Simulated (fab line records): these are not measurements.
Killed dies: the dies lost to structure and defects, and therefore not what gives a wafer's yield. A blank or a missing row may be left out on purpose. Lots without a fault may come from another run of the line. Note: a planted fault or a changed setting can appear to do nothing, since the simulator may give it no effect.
A single fault, viewed from 2 desks + flow sky130 + what lay behind the numbers comes last; until then each desk has only its own

TOOL OWNER'S DESK, lpcvd-03
The tool's own readings at SKY_SONOS_ONO_CVD_04 (deposits SiO2 from SiH4/N2O, target thk 5.7199 nm): means of the sampled wafers that have a number, for each lot that ran on this tool. Marked OUT: a lot whose mean sits more than 4 standard deviations from the usual mean, which makes it out of limits; the brackets give that distance.
Columns: A = zone power lower pct at SKY_SONOS_ONO_CVD_04, usual 18.5 %
| lot  | first seen here | A    |
|------|-----------------|------|
| L941 | day 11 18:12    | 19.9 |
| L942 | day 12 02:25    | 20.1 |
| L943 | day 12 15:16    | 20.2 |
| L944 | day 12 21:34    | 17.8 |
| L945 | day 13 01:57    | 19.8 |
| L946 | day 13 08:19    | 19.9 |
| L947 | day 13 18:07    | 17.9 |
| L948 | day 14 08:56    | 17.9 |
| L949 | day 14 08:56    | 17.6 |
| L952 | day 15 17:11    | 19.9 |
| L957 | day 17 08:04    | 17.8 |
| L958 | day 17 08:04    | 18.0 |
| L959 | day 17 17:41    | 17.9 |
This desk's finding: nothing out of limits on any of the 13 lots.

THE METROLOGY DESK
Lot by lot, what the gauges showed, no matter which tool ran the lot: averages of those sampled wafers that carry a number. Marked OUT: a lot whose mean sits more than 4 standard deviations from the usual mean, which makes it out of limits; the brackets give that distance.
Columns: A = SONOS_ONO_CVD_04_THK at SKY_SONOS_ONO_THK_MEAS_05, usual 5.72 nm; B = SD_N_TW at SKY_SD_N_TW_MEAS_12, usual 3981; C = cd nm at SKY_LI_CONTACT_CD_MEAS_12, usual 170.3 nm
| lot  | first seen here | A               | B    | C     |
|------|-----------------|-----------------|------|-------|
| L941 | day 11 19:27    | 5.70            | 3981 | 170.6 |
| L942 | day 12 03:40    | 5.69            | 3972 | 171.4 |
| L943 | day 12 16:33    | 5.53            | 3961 | 169.1 |
| L944 | day 12 22:49    | 5.71            | 3958 | 169.4 |
| L945 | day 13 03:14    | 5.96            | 3969 | 167.3 |
| L946 | day 13 09:34    | 5.70            | 3991 | 169.4 |
| L947 | day 13 19:23    | 5.73            | 3957 | 170.4 |
| L948 | day 14 10:11    | 5.67            | 3960 | 170.1 |
| L949 | day 14 10:11    | 5.99            | 4024 | 172.3 |
| L952 | day 15 18:28    | 5.84            | 3982 | 170.5 |
| L957 | day 17 09:19    | 11.03 (+38) OUT | 3974 | 174.1 |
| L958 | day 17 09:19    | 10.80 (+36) OUT | 3998 | 170.4 |
| L959 | day 17 18:56    | 10.57 (+35) OUT | 3981 | 169.3 |
Finding of this desk: L957, L958, L959 out of limits, first seen on L957 at day 17 09:19 (SONOS_ONO_CVD_04_THK at SKY_SONOS_ONO_THK_MEAS_05). In limits: L941, L942, L943, L944, L945, L946, L947, L948, L949, L952.

PUT TOGETHER
The metrology desk could have raised an alarm at day 17 09:19, on L957, L958, L959.
The desk of the tool owner found nothing out of limits.
On record at the tool owner's desk: L957, L958, L959, within its limits.
SKY_SONOS_ONO_CVD_04 was run on lpcvd-03 by each of the lots named.

WHAT THE SIMULATOR PUT IN
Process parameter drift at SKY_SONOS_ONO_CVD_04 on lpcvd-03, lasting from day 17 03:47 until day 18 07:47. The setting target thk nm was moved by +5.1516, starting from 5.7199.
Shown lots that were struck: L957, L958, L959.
Time in hours between the start of the fault and the first out-of-limits reading at each desk: metrology desk, 6.
